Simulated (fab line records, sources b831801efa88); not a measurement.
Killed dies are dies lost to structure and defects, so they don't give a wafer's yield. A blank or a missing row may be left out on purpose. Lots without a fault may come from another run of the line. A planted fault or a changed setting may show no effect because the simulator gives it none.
Split-lot experiment | flow sky130 | 5 lots, 23 wafers read, on a route of 708 steps

THE SPLIT
At SKY_SD_P_IMPLANT_09, the setting energy_kev was moved away from the recipe's 20 on 4 of the 23 wafers read, by -4.2% to -3.0%. The other wafers ran this setting at the recipe's value.

FROM THE SPLIT TO THE READING: what the file shows between them, 2 steps
- SKY_SD_N_IMPLANT_10 (also split here: energy_kev)
- SKY_SD_N_STRIP_11: strips in O2/N2

THE READING
SD_P_RS, in ohm/sq, at SKY_SD_N_RS_MEAS_17 (measures by four-point-probe). Fault-free wafers of this fab line usually give 147.2 ohm/sq, standard deviation 0.39 ohm/sq.

wafer  | tool, chamber at the split | energy_kev as run | against the recipe | SD_P_RS, ohm/sq | against lot-mates on the recipe
L074.1 | implanter-04, 0            | 19.4              | -3.0%              | 149.3           | +2.0
L074.2 | implanter-04, 0            | 20                | recipe             | 147.1           | -
L074.3 | implanter-04, 0            | 20                | recipe             | 147.4           | -
L074.4 | implanter-04, 0            | 20                | recipe             | 147.3           | -
L074.6 | implanter-04, 0            | 19.4              | -3.0%              | 149.1           | +1.8
L076.2 | implanter-03, 0            | 20                | recipe             | 147.4           | -
L076.3 | implanter-03, 0            | 20                | recipe             | 147.4           | -
L076.4 | implanter-03, 0            | 19.16             | -4.2%              | 150.5           | +3.1
L076.5 | implanter-03, 0            | 19.16             | -4.2%              | 150.6           | +3.2
L076.6 | implanter-03, 0            | 20                | recipe             | 147.4           | -
L078.1 | implanter-04, 0            | 20                | recipe             | 147.2           | -
L078.2 | implanter-04, 0            | 20                | recipe             | 147.0           | -
L078.3 | implanter-04, 0            | 20                | recipe             | 146.7           | -
L078.4 | implanter-04, 0            | 20                | recipe             | 147.0           | -
L078.6 | implanter-04, 0            | 20                | recipe             | 146.4           | -
L080.2 | implanter-03, 0            | 20                | recipe             | 146.5           | -
L080.4 | implanter-03, 0            | 20                | recipe             | 147.0           | -
L080.6 | implanter-03, 0            | 20                | recipe             | 146.4           | -
L084.1 | implanter-01, 0            | 20                | recipe             | 147.0           | -
L084.2 | implanter-01, 0            | 20                | recipe             | 147.0           | -
L084.3 | implanter-01, 0            | 20                | recipe             | 146.8           | -
L084.4 | implanter-01, 0            | 20                | recipe             | 146.9           | -
L084.6 | implanter-01, 0            | 20                | recipe             | 146.9           | -

THE FIT
A straight line over all 23 wafers: SD_P_RS changes by -0.812 ohm/sq for each +1% of energy_kev; r = -0.97; the points scatter about the line by 0.31 ohm/sq.
The same after taking each lot's own level away (the mean of its wafers on the recipe; 23 wafers): -0.716 ohm/sq for each +1%; r = -0.98; scatter 0.2 ohm/sq.
On that fit, the largest move of energy_kev shifts the reading by 3 ohm/sq.
The lots' own levels span 146.63 to 147.40 ohm/sq, that is 2.0 times the standard deviation above.
So the lot-to-lot level changes the slope: the two fits differ.
Check: with one of the wafers moved furthest among these (-4.2%) left out of the fit, the line predicts +2.95 ohm/sq for it against its lot-mates. It came out at +3.1 ohm/sq against them.

OTHER SPLITS ON THESE WAFERS
These wafers also went through other splits before the reading. Each is held against what the fit with the lots' levels taken away leaves over:
other split on the same wafers           | wafers away from the commonest value | r with SD_P_RS (lot level and that fit taken away)
SKY_GATE_OXIDE_DEVELOP_09 develop_time_s | 3                                    | +0.08
SKY_RES_PROTECT_SOFTBAKE_03 temp_c       | 11                                   | -0.08
SKY_RES_PROTECT_DEVELOP_06 dev_temp_c    | 5                                    | -0.17
SKY_POLY_GATE_ETCH_17 time_s             | 12                                   | +0.05
SKY_LDD_N_COAT_02 resist_thk_nm          | 6                                    | -0.11
SKY_LDD_N_DEVELOP_06 dev_temp_c          | 11                                   | -0.08
SKY_LDD_P_DEVELOP_06 develop_time_s      | 9                                    | +0.05
SKY_LDD_LDN_IMPLANT_11 energy_kev        | 7                                    | -0.19
SKY_POLY_CUT_COAT_02 spin_rpm            | 9                                    | +0.21
SKY_POLY_CUT_ETCH_10 bias_w              | 10                                   | -0.01
SKY_SD_N_IMPLANT_10 energy_kev           | 8                                    | -0.16

THE WHOLE CHAIN: every reading that the file lists as answering this split, in the file's order
step                | what it does                 | reading                                                         | change (the file's fit)                | r (the file's)
SKY_SD_P_IMPLANT_09 |                              | implant.rp_nm (the simulator's own value, which no gauge read)  | +0.135 nm for each +1% of the setting  | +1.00
SKY_SD_P_IMPLANT_09 |                              | implant.drp_nm (the simulator's own value, which no gauge read) | +0.0689 nm for each +1% of the setting | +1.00
SKY_SD_N_RS_MEAS_17 | measures by four-point-probe | SD_P_RS                                                         | -0.724 for each +1% of the setting     | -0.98

THE FILE'S OWN FIT
SD_P_RS changes by -0.724 ohm/sq for each +1% of energy_kev, r = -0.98.
